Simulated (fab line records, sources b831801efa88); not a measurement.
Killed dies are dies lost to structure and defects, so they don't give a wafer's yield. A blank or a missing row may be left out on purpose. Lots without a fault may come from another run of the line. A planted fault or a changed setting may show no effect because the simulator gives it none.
Chamber matching | flow sky130 | SKY_LI_CONTACT_CMP_02 on cmp-02: 4 sister chambers
The step polishes PSG. 14 wafers are shown with their chamber, then 7 later ones without.

WAFERS WITH THEIR CHAMBER
wafer  | chamber | motor_current_A (A) | time_to_endpoint_s (s)
L998.1 | 2       | 9.8                 | 32.7
L998.3 | 0       | 10.7                | 29.3
L998.5 | 1       | 12.8                | 31.3
L110.1 | 1       | 11.2                | 31.9
L110.3 | 3       | 10.6                | 32.1
L110.5 | 2       | 9.7                 | 36.2
L112.1 | 3       | 10.6                | 31.9
L112.3 | 0       | 10.7                | 36.6
L112.4 | 2       | 10.2                | 39.1
L113.1 | 0       | 10.5                | 33.9
L113.2 | 3       | 10.1                | 34.1
L113.3 | 2       | 10.1                | 38.1
L115.1 | 1       | 12.7                | 36.5
L115.2 | 2       | 9.8                 | 33.4

SIGNATURES (means of the wafers above)
reading            | chamber 0 | chamber 1 | chamber 2 | chamber 3 | scatter within a chamber
motor_current_A    | 10.633    | 12.233    | 9.920     | 10.433    | 0.446
time_to_endpoint_s | 33.267    | 33.233    | 35.900    | 32.700    | 2.79
Rule: a wafer's distance from a chamber is the root of the sum, over the readings, of the square of ((its reading less the chamber's mean) divided by the reading's scatter). The wafer belongs to the nearest chamber; if the next one is less than 2 further off, it can't be placed. The scatter: the root of (the sum of the squares of (reading less its chamber's mean) over the shown wafers, divided by (wafers less chambers)).

WAFERS WITHOUT THEIR CHAMBER
wafer  | motor_current_A (A) | time_to_endpoint_s (s)
L115.5 | 9.4                 | 35.0
L117.3 | 10.4                | 38.3
L117.4 | 11.5                | 33.8
L117.6 | 9.3                 | 36.5
L118.2 | 10.4                | 34.0
L118.3 | 10.0                | 29.9
L118.5 | 9.8                 | 33.0

WHICH CHAMBER EACH WENT THROUGH
wafer  | from the rows above               | in truth
L115.5 | can't be placed: 2 or 3 or 0      | 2
L117.3 | can't be placed: 2 or 0 or 3      | 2
L117.4 | can't be placed: 1 or 0 or 3 or 2 | 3
L117.6 | can't be placed: 2 or 3 or 0      | 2
L118.2 | can't be placed: 3 or 0 or 2      | 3
L118.3 | can't be placed: 3 or 0 or 2      | 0
L118.5 | can't be placed: 2 or 3 or 0      | 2
Placed correctly: 0 of 7. Can't be placed from these rows: 7 (the true chamber is among the candidates in 7). Placed wrongly: 0.
